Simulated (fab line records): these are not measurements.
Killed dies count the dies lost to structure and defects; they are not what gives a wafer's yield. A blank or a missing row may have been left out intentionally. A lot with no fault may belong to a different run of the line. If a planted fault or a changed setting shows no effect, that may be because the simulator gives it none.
Struck lot and sound lot, side by side | flow sky130 | 14 steps out of a route of 708
Sound: wafers L791.1, L791.4, L791.5. Wafers struck: L798.2, L798.4, L798.6. The cause is named last.
For every step that has rows: the tool of each side, followed by ch and its chambers, followed by its first start. Under that, the readings that differ: sound wafers | struck wafers | difference of the means | sigmas: that difference in standard deviations of wafers without a fault.
alike: same words and numbers on both sides, and readings whose means sit less than 2 such deviations apart. not compared: any withheld reading, any reading some wafer has no value for, any bound like >300 that may hide the same value, and any number with overlapping values for which the record gives no deviation.
The two part at a step that has a row with sigmas, a row that says differs or no value, or rows on one side only. When numbers do not overlap yet have no deviation, they are printed without sigmas and do not part them. A reading that every wafer of one side lacks parts them only if that side has two wafers or more.

SKY_CAP2M_OVL_MEAS_12:
  sound on overlay-02 at day 42 10:48; struck on overlay-02 at day 44 12:53
  alike: CAP2M_OVL
SKY_CAP2M_METAL_ETCH_13: etches TiN in Cl2/BCl3, stops on SiO2, target depth 220 nm, time 62.9 s.
  sound on rie-metal-03 ch 1, day 42 10:50; struck on rie-metal-03 ch 0,1, day 44 12:55
  alike: chamber-pressure-mTorr, drypump-motor-current-A, oes-product-au, throttle-valve-pct
  not compared: rf-hours-counter-h
SKY_CAP2M_STRIP_14: strips in O2/N2.
  sound on plasma-asher-01 ch 0,1, day 42 10:59; struck on plasma-asher-04 ch 0,1, day 44 12:59
  alike: chamber-pressure-mTorr, drypump-motor-current-A, n2-flow-sccm, oes-product-au, strip-time-to-endpoint-s
  not compared: rf-hours-counter-h
then, 9 steps without rows for these wafers: SKY_CAP2M_STRIP_15 (strips in post etch residue remover, time 1200 s); SKY_CAP2M_CLEAN_16 (cleans in IPA, time 180 s); SKY_CAP2M_CLEAN_17 (cleans in O3/DIW); SKY_METAL4_DEHYDRATE_05 (time 60 s); SKY_METAL4_HMDS_06 (prime time 60 s); SKY_METAL4_COAT_07 (resist thk 60 nm); SKY_METAL4_COAT_08 (resist thk 1140 nm); SKY_METAL4_SOFTBAKE_09 (time 90 s); SKY_METAL4_EXPOSE_10 (exposes mask MM4, target cd 300 nm).
SKY_METAL4_PEB_11:
  struck on litho-track-04, day 45 11:00; sound on litho-track-02 ch 0, day 43 10:00
  reading         | sound          | struck | difference                    | sigmas
  exhaust-pa (Pa) | 44.3 43.7 43.9 | - - -  | no value on the struck wafers |
  not compared: chill-plate-temp-C
then, 1 step without rows for these wafers: SKY_METAL4_DEVELOP_12 (develop time 60 s).

== WHERE THEY PART ==
SKY_METAL4_PEB_11 only, going by this record.

WHY: the cause the simulator had injected
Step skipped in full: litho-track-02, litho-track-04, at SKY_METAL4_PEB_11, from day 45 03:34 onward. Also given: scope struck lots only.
